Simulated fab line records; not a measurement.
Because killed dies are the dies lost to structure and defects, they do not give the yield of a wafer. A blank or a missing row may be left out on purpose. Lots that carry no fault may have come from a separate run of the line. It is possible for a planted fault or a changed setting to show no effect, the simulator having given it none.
Which tool did it? :: flow sky130 :: 14 lots with 42 wafers sampled at 2 steps, on a route of 708 steps

## WHAT EACH GAUGE READ, for each wafer
No reading from a measuring or inspecting step in the record can be judged against a usual standard deviation.

## EACH LOT AND THE TOOL THAT RAN IT (in order: tool; ch and the chambers of the sampled wafers; start)
lot: L117
SKY_PASSIVATION_CVD_00: pecvd-04 ch 0,1, day 44 10:39
SKY_PAD_OPEN_PROBE_99: -

lot: L118
SKY_PASSIVATION_CVD_00: pecvd-01 ch 0,1, day 44 19:58
SKY_PAD_OPEN_PROBE_99: -

lot: L119
SKY_PASSIVATION_CVD_00: pecvd-04 ch 1,2, day 44 21:47
SKY_PAD_OPEN_PROBE_99: -

lot: L120
SKY_PASSIVATION_CVD_00: pecvd-02 ch 1,2, day 45 01:52
SKY_PAD_OPEN_PROBE_99: -

lot: L124
SKY_PASSIVATION_CVD_00: pecvd-04 ch 0,1,2, day 46 04:37
SKY_PAD_OPEN_PROBE_99: prober-01, day 47 23:47

lot: L125
SKY_PASSIVATION_CVD_00: pecvd-04 ch 1,2, day 46 06:29
SKY_PAD_OPEN_PROBE_99: prober-02, day 48 00:19

lot: L131
SKY_PASSIVATION_CVD_00: pecvd-01 ch 0,1,2, day 47 14:13
SKY_PAD_OPEN_PROBE_99: -

lot: L133
SKY_PASSIVATION_CVD_00: pecvd-01 ch 0,1,2, day 48 03:59
SKY_PAD_OPEN_PROBE_99: prober-02, day 49 18:32

lot: L135
SKY_PASSIVATION_CVD_00: pecvd-01 ch 1,2, day 48 09:58
SKY_PAD_OPEN_PROBE_99: -

lot: L136
SKY_PASSIVATION_CVD_00: pecvd-01 ch 0,1,2, day 48 19:22
SKY_PAD_OPEN_PROBE_99: -

lot: L137
SKY_PASSIVATION_CVD_00: pecvd-01 ch 0,2, day 48 22:02
SKY_PAD_OPEN_PROBE_99: -

lot: L138
SKY_PASSIVATION_CVD_00: pecvd-04 ch 1,2, day 49 02:16
SKY_PAD_OPEN_PROBE_99: -

lot: L139
SKY_PASSIVATION_CVD_00: pecvd-02 ch 1,2, day 49 04:13
SKY_PAD_OPEN_PROBE_99: -

lot: L140
SKY_PASSIVATION_CVD_00: pecvd-04 ch 0,1, day 49 13:13
SKY_PAD_OPEN_PROBE_99: -
- SKY_PASSIVATION_CVD_00: deposits SiO2, target thk 90 nm.
- SKY_PAD_OPEN_PROBE_99

## WHAT THE TOOLS THEMSELVES READ (means of the sampled wafers that have a number; where no wafer has one, the mark that the record gives instead)
SKY_PASSIVATION_CVD_00.
lot: L117
tool: pecvd-04
heaterPowerW (W): 554
susceptorTempC (C): 399.85

lot: L118
tool: pecvd-01
heaterPowerW (W): 541
susceptorTempC (C): 400.21

lot: L119
tool: pecvd-04
heaterPowerW (W): 699
susceptorTempC (C): 400.03

lot: L120
tool: pecvd-02
heaterPowerW (W): 751
susceptorTempC (C): 399.96

lot: L124
tool: pecvd-04
heaterPowerW (W): 648
susceptorTempC (C): 399.95

lot: L125
tool: pecvd-04
heaterPowerW (W): 676
susceptorTempC (C): 399.99

lot: L131
tool: pecvd-01
heaterPowerW (W): 717
susceptorTempC (C): 400.13

lot: L133
tool: pecvd-01
heaterPowerW (W): 642
susceptorTempC (C): 399.95

lot: L135
tool: pecvd-01
heaterPowerW (W): 674
susceptorTempC (C): 400.04

lot: L136
tool: pecvd-01
heaterPowerW (W): 628
susceptorTempC (C): 400.13

lot: L137
tool: pecvd-01
heaterPowerW (W): 701
susceptorTempC (C): 400.35

lot: L138
tool: pecvd-04
heaterPowerW (W): 565
susceptorTempC (C): 399.88

lot: L139
tool: pecvd-02
heaterPowerW (W): 828
susceptorTempC (C): 399.91

lot: L140
tool: pecvd-04
heaterPowerW (W): 680
susceptorTempC (C): 399.94

SKY_PAD_OPEN_PROBE_99.
lot: L124
tool: prober-01
defectLimitedYield (%): 80.2
killed_at_M0_to_M3: 36
killed_at_M4_up: 2.3
killedAtContacts: 24
killedAtFrontEnd: 13
killedAtOther: 22.0
killedDies: 97
killedOpen: 44
killedShort: 31
sort_bin_3_pad_short (%): 2.2
sort_bin_5_function (%): 10.8
sort_bin_6_memory (%): 6.8
sortNPass: 395
sortYieldPct (%): 80.2

lot: L125
tool: prober-02
defectLimitedYield (%): 79.0
killed_at_M0_to_M3: 45
killed_at_M4_up: 4.0
killedAtContacts: 23
killedAtFrontEnd: 10
killedAtOther: 20.7
killedDies: 103
killedOpen: 45
killedShort: 37
sort_bin_3_pad_short (%): 2.4
sort_bin_5_function (%): 12.9
sort_bin_6_memory (%): 5.7
sortNPass: 389
sortYieldPct (%): 79.0

lot: L133
tool: prober-02
defectLimitedYield (%): 83.6
killed_at_M0_to_M3: 40
killed_at_M4_up: 3.7
killedAtContacts: 27
killedAtFrontEnd: 9
killedAtOther: 0.0
killedDies: 81
killedOpen: 43
killedShort: 38
sort_bin_3_pad_short (%): 0.7
sort_bin_5_function (%): 9.7
sort_bin_6_memory (%): 6.0
sortNPass: 411
sortYieldPct (%): 83.6

## THE ANSWER, worked out from the rows above alone
Rule: the lots themselves supply what counts as usual. The widest of any qualifying gaps counts: lots, ordered by their means at a reading, are off when they make up no more than a third of the lots, leave a main group of 4 or more, and stand apart from it by 3 or more times the standard deviation of that group's means. A main group is skipped when, at the precision printed for the reading in the tables above, its means are all equal. Also off: a lot with no number at a reading for which 4 or more lots have one. Any other lot the step has rows for is counted as sound. After the gauges, taken in route order, come the tools' own readings; for these a lot's mean is taken, as printed above. The first step at which some lot is off is used, and at that step the reading that is off furthest; a lot without a number counts as furthest.
Nothing can be told from this: no lot is off at any reading shown.

## WHAT THE SIMULATOR HAD INSERTED
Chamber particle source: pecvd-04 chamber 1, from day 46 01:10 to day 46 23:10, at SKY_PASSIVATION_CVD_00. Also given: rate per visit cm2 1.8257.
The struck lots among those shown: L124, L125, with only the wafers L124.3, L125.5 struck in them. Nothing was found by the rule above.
